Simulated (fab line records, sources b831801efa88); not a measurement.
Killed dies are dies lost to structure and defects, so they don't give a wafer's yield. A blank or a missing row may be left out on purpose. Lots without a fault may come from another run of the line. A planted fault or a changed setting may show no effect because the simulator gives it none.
One fault seen from 2 desks | flow sky130 | each desk has only its own numbers; what lay behind them comes last

THE TOOL OWNER'S DESK: krf_scanner-01
The tool's own readings at SKY_CONTACT_EXPOSE_11 (exposes mask CTM1, target cd 170 nm): means of the sampled wafers that have a number, for each lot that ran on this tool. A lot is out of limits, marked OUT, if its mean lies more than 4 standard deviations from the usual mean; the brackets give that distance.
Columns: A = exposure_dose_mJ_cm2 at SKY_CONTACT_EXPOSE_11, usual 37.83
lot  | first seen here | A
L452 | day 32 16:50    | 37.81
L453 | day 33 10:01    | 37.80
L455 | day 33 18:37    | 38.64 (+23) OUT
L458 | day 34 20:25    | 38.46 (+18) OUT
L462 | day 36 04:41    | 38.36 (+15) OUT
This desk's finding: out of limits on L455, L458, L462; first on L455, day 33 18:37 (exposure_dose_mJ_cm2 at SKY_CONTACT_EXPOSE_11). In limits: L452, L453.

THE METROLOGY DESK
What the gauges read, lot by lot, whatever tool the lot ran on: means of the sampled wafers that have a number. A lot is out of limits, marked OUT, if its mean lies more than 4 standard deviations from the usual mean; the brackets give that distance.
Columns: A = SONOS_ONO_OXIDATION_THK at SKY_SONOS_ONO_THK_MEAS_01, usual 2.58 nm; B = cd_nm at SKY_VIA1_CD_MEAS_12, usual 150.2 nm
lot  | first seen here | A    | B
L450 | day 12 04:40    | 2.54 | 150.4
L451 | day 12 17:03    | 2.68 | 150.5
L452 | day 12 22:12    | 2.65 | 150.9
L453 | day 13 08:21    | 2.63 | 151.0
L454 | day 13 14:51    | 2.51 | 149.8
L455 | day 13 17:21    | 2.57 | 151.5
L456 | day 14 01:23    | 2.63 | 149.0
L457 | day 14 13:51    | 2.59 | 148.7
L458 | day 14 17:52    | 2.55 | 150.4
L462 | day 16 00:58    | 2.62 | 149.1
L465 | day 17 04:34    | 2.58 | 151.8
L468 | day 17 14:57    | 2.61 | 150.7
L469 | day 18 10:50    | 2.62 | 149.8
This desk's finding: nothing out of limits on any of the 13 lots.

PUT TOGETHER
The tool owner's desk could have raised an alarm at day 33 18:37, on L455, L458, L462.
The metrology desk saw nothing out of limits.
The metrology desk has L455, L458, L462 on record, within its limits.
Of the lots named, all ran SKY_CONTACT_EXPOSE_11 on krf_scanner-01.

WHAT THE SIMULATOR HAD PUT IN
Process parameter drift: krf_scanner-01, from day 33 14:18 on, at SKY_CONTACT_EXPOSE_11. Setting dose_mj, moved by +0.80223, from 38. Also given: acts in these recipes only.
Lots struck among those shown: L455, L458, L462.
Hours from the fault's start to each desk's first reading out of limits: the tool owner's desk, 4.
